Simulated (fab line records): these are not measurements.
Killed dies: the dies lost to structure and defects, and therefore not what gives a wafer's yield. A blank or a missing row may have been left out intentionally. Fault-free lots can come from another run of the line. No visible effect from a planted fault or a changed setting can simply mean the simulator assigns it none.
Chamber matching :: flow sky130 :: SKY_CONTACT_CMP_04 on cmp-01: 4 sister chambers
The step polishes SiO2. 4 wafers are shown with their chamber, then 7 later ones without.

== WAFERS WITH THEIR CHAMBER ==
wafer: L542.5
chamber: 0
motor_current_A (A): 13.6

wafer: L550.3
chamber: 1
motor_current_A (A): 11.5

wafer: L551.2
chamber: 3
motor_current_A (A): 11.9

wafer: L551.4
chamber: 2
motor_current_A (A): 12.4

== WAFERS WITHOUT THEIR CHAMBER ==
wafer: L551.6
motor_current_A (A): 12.3

wafer: L555.1
motor_current_A (A): 12.9

wafer: L555.4
motor_current_A (A): 12.1

wafer: L555.5
motor_current_A (A): 12.6

wafer: L558.1
motor_current_A (A): 13.2

wafer: L558.4
motor_current_A (A): 13.8

wafer: L558.6
motor_current_A (A): 12.8

== WHICH CHAMBER EACH WENT THROUGH ==
wafer: L551.6
from the rows above: can't be placed: 2 or 3
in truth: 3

wafer: L555.1
from the rows above: can't be placed: 2 or 0 or 3
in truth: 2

wafer: L555.4
from the rows above: can't be placed: 3 or 2 or 1
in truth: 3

wafer: L555.5
from the rows above: can't be placed: 2 or 3
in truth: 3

wafer: L558.1
from the rows above: can't be placed: 0 or 2
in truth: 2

wafer: L558.4
from the rows above: 0
in truth: 0

wafer: L558.6
from the rows above: can't be placed: 2 or 0 or 3
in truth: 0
Placed correctly: 1 of 7. Unplaceable from these rows: 6, with the true chamber sitting among the candidates in 6. 0 placed wrongly.
How it was worked out, from the rows above alone: a wafer's distance from a chamber is the root of the sum, over the readings, of the square of ((its reading less the chamber's mean) divided by the reading's scatter). The wafer belongs to the nearest chamber; if the next one is less than 2 further off, it can't be placed. A chamber's mean is the mean of its shown wafers. The scatter: root of mean squared gap, hidden wafer to nearest shown wafer, with one shown wafer a chamber.
